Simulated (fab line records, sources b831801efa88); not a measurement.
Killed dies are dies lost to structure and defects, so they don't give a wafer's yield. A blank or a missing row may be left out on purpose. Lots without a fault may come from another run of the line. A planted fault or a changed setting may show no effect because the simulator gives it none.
One fault seen from 2 desks | flow gf180mcu | each desk has only its own numbers; what lay behind them comes last

THE TOOL OWNER'S DESK: hdpcvd-02
The tool's own readings at GF_V4_CVD_00 (deposits SiO2, target thk 600 nm, time 100 s): means of the sampled wafers that have a number, for each lot that ran on this tool. A lot is out of limits, marked OUT, if its mean lies more than 4 standard deviations from the usual mean; the brackets give that distance.
Columns: A = sih4_flow_sccm at GF_V4_CVD_00, usual 60.00 sccm
lot  | first seen here | A
L519 | day 24 13:51    | 59.90
L520 | day 24 14:48    | 60.24
L521 | day 25 02:16    | 60.16
L522 | day 25 08:47    | 60.03
L526 | day 26 16:20    | 60.33
L530 | day 28 03:53    | 60.04
L531 | day 28 10:00    | 50.00 (-53) OUT
L532 | day 28 14:47    | 50.11 (-52) OUT
This desk's finding: out of limits on L531, L532; first on L531, day 28 10:00 (sih4_flow_sccm at GF_V4_CVD_00). In limits: L519, L520, L521, L522, L526, L530.

THE METROLOGY DESK
What the gauges read, lot by lot, whatever tool the lot ran on: means of the sampled wafers that have a number. A lot is out of limits, marked OUT, if its mean lies more than 4 standard deviations from the usual mean; the brackets give that distance.
Columns: A = M4_ALCU_RS at GF_M4_RS_MEAS_05, usual 0.0695 ohm/sq; B = V4_CVD_00_THK at GF_V4_THK_MEAS_01, usual 600 nm
lot  | first seen here | A      | B
L516 | day 22 21:41    | 0.0686 | 609
L519 | day 23 14:43    | 0.0711 | 597
L520 | day 23 16:17    | 0.0699 | 598
L521 | day 24 03:49    | 0.0696 | 600
L522 | day 24 10:28    | 0.0697 | 596
L524 | day 25 04:42    | 0.0692 | 600
L525 | day 25 11:30    | 0.0690 | 603
L526 | day 25 18:25    | 0.0693 | 601
L530 | day 27 07:19    | 0.0690 | 596
L531 | day 27 13:20    | 0.0692 | 500 (-15) OUT
L532 | day 27 18:34    | 0.0707 | 501 (-15) OUT
L533 | day 28 17:48    | 0.0686 | 609
L536 | day 29 19:23    | 0.0683 | 593
This desk's finding: out of limits on L531, L532; first on L531, day 28 10:04 (V4_CVD_00_THK at GF_V4_THK_MEAS_01). In limits: L516, L519, L520, L521, L522, L524, L525, L526, L530, L533, L536.

PUT TOGETHER
The tool owner's desk could have raised an alarm at day 28 10:00, on L531, L532.
The metrology desk could have raised an alarm at day 28 10:04, on L531, L532.
Of the lots named, all ran GF_V4_CVD_00 on hdpcvd-02.

WHAT THE SIMULATOR HAD PUT IN
Process parameter drift: hdpcvd-02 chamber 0, from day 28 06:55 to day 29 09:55, at GF_V4_CVD_00. Setting sih4_flow_sccm, moved by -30, from 60. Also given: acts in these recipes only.
Lots struck among those shown: L531, L532.
Hours from the fault's start to each desk's first reading out of limits: the tool owner's desk, 3; the metrology desk, 3.
